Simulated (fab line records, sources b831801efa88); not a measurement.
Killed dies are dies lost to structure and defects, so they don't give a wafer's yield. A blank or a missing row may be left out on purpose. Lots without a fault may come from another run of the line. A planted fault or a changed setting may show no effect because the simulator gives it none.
A struck lot beside a sound one | flow gf180mcu | 44 steps out of a route of 602
Sound: wafers L670.1, L670.3, L670.6. Struck: wafers L663.3, L663.4, L663.5. The cause comes at the end.
At each step with rows: each side's tool, then ch and its chambers, then its first start. Under that, the readings that differ: sound wafers | struck wafers | difference of the means | sigmas: that difference in standard deviations of wafers without a fault.
alike: readings whose means differ by less than 2 such deviations, and words and numbers that are the same on both sides. not compared: withheld readings, readings that some wafer has no value for, bounds like >300 that may hide the same value, and numbers for which the record gives no deviation and whose values overlap.
The two part at a step that has a row with sigmas, a row that says differs or no value, or rows on one side only. Numbers that don't overlap but have no deviation are shown without sigmas and don't part them. A reading that every wafer of one side lacks parts them only if that side has two wafers or more.

first, 1 step without rows for these wafers: GF_LVPWELL_IMPLANT_09.
GF_LVPWELL_STRIP_10: strips in O2/N2.
  sound on plasma_asher-02 ch 0,1, day 6 20:59; struck on plasma_asher-03 ch 0,1, day 5 08:32
  alike: drypump_motor_current_A, heater_power_w, o2_flow_sccm, oes_product_au, strip_time_to_endpoint_s
  not compared: rf_hours_counter_h
GF_LVPWELL_TW_MEAS_11:
  sound on film_metro-02, day 6 21:05; struck on film_metro-02, day 5 08:37
  alike: LVPWELL_TW
then, 7 steps without rows for these wafers: GF_MVSD_DEHYDRATE_00 (time 60 s); GF_MVSD_HMDS_01 (prime time 60 s); GF_MVSD_COAT_02 (resist thk 3000 nm); GF_MVSD_SOFTBAKE_03; GF_MVSD_EXPOSE_04 (exposes mask MVSD, target cd 1000 nm); GF_MVSD_PEB_05; GF_MVSD_DEVELOP_06 (develop time 60 s).
GF_MVSD_OVL_MEAS_07:
  sound on overlay-01, day 7 12:05; struck on overlay-01, day 5 23:00
  alike: MVSD_OVL
then, 1 step without rows for these wafers: GF_MVSD_IMPLANT_08.
GF_MVSD_IMPLANT_09:
  sound on implanter-01 ch 0, day 7 12:17; struck on implanter-04 ch 0, day 5 23:32
GF_MVSD_STRIP_10: strips in O2/N2.
  sound on plasma_asher-04 ch 0,1, day 7 12:26; struck on plasma_asher-04 ch 0,1, day 5 23:41
  alike: drypump_motor_current_A, heater_power_w, o2_flow_sccm, oes_product_au, strip_time_to_endpoint_s
  not compared: rf_hours_counter_h
GF_MVSD_TW_MEAS_11:
  sound on film_metro-01, day 7 12:32; struck on film_metro-03, day 6 00:05
  reading | sound          | struck         | difference | sigmas
  MVSD_TW | 1600 1598 1591 | 1636 1653 1647 | +49        | +5
then, 7 steps without rows for these wafers: GF_MVPSD_DEHYDRATE_00 (time 60 s); GF_MVPSD_HMDS_01 (prime time 60 s); GF_MVPSD_COAT_02 (resist thk 3000 nm); GF_MVPSD_SOFTBAKE_03; GF_MVPSD_EXPOSE_04 (exposes mask MVPSD, target cd 1000 nm); GF_MVPSD_PEB_05; GF_MVPSD_DEVELOP_06 (develop time 60 s).
GF_MVPSD_OVL_MEAS_07:
  sound on overlay-02, day 8 04:10; struck on overlay-01, day 6 14:37
  alike: MVPSD_OVL
then, 2 steps without rows for these wafers: GF_MVPSD_IMPLANT_08; GF_MVPSD_IMPLANT_09.
GF_MVPSD_STRIP_10: strips in O2/N2.
  sound on plasma_asher-04 ch 0,1, day 8 04:29; struck on plasma_asher-04 ch 0,1, day 6 14:58
  alike: drypump_motor_current_A, heater_power_w, o2_flow_sccm, oes_product_au, strip_time_to_endpoint_s
  not compared: rf_hours_counter_h
GF_MVPSD_TW_MEAS_11:
  sound on film_metro-02, day 8 04:35; struck on film_metro-02, day 6 15:04
  alike: MVPSD_TW
then, 7 steps without rows for these wafers: GF_VT_IMPLANT_DEHYDRATE_00 (time 60 s); GF_VT_IMPLANT_HMDS_01 (prime time 60 s); GF_VT_IMPLANT_COAT_02 (resist thk 1000 nm); GF_VT_IMPLANT_SOFTBAKE_03 (time 60 s); GF_VT_IMPLANT_EXPOSE_04 (exposes mask LVPWELL LV AREA, target cd 600 nm); GF_VT_IMPLANT_PEB_05; GF_VT_IMPLANT_DEVELOP_06 (develop time 60 s).
GF_VT_IMPLANT_OVL_MEAS_07:
  sound on overlay-02, day 8 20:38; struck on overlay-02, day 7 05:42
  alike: VT_IMPLANT_OVL
then, 1 step without rows for these wafers: GF_VT_IMPLANT_IMPLANT_08.
GF_VT_IMPLANT_STRIP_09: strips in O2/N2.
  sound on plasma_asher-03 ch 0,1, day 8 20:50; struck on plasma_asher-04 ch 0,1, day 7 05:55
  alike: drypump_motor_current_A, heater_power_w, o2_flow_sccm, oes_product_au, strip_time_to_endpoint_s
  not compared: rf_hours_counter_h
GF_VT_IMPLANT_TW_MEAS_10:
  sound on film_metro-03, day 8 20:56; struck on film_metro-02, day 7 06:00
  alike: VT_IMPLANT_TW
then, 4 steps without rows for these wafers: GF_VT_IMPLANT_DEHYDRATE_11 (time 60 s); GF_VT_IMPLANT_HMDS_12 (prime time 60 s); GF_VT_IMPLANT_COAT_13 (resist thk 1000 nm); GF_VT_IMPLANT_SOFTBAKE_14 (time 60 s).
-- the record jumps here: 2 days lie between the struck wafers' starts before and after --
GF_VT_IMPLANT_RS_MEAS_46: measures by four-point-probe.
  sound on film_metro-02, day 11 03:13; struck on film_metro-03, day 9 08:38
  reading          | sound             | struck            | difference | sigmas
  MVSD_RS (ohm/sq) | 444.0 445.0 446.1 | 392.0 391.9 392.4 | -52.9      | -48
GF_PASSIVATION_PROBE_99:
  the record has rows for the sound wafers here (prober-02, day 33 03:01) and none for the struck ones

WHERE THEY PART
First at GF_MVSD_TW_MEAS_11; last, within this record, at GF_PASSIVATION_PROBE_99.

WHY: what the simulator had put in
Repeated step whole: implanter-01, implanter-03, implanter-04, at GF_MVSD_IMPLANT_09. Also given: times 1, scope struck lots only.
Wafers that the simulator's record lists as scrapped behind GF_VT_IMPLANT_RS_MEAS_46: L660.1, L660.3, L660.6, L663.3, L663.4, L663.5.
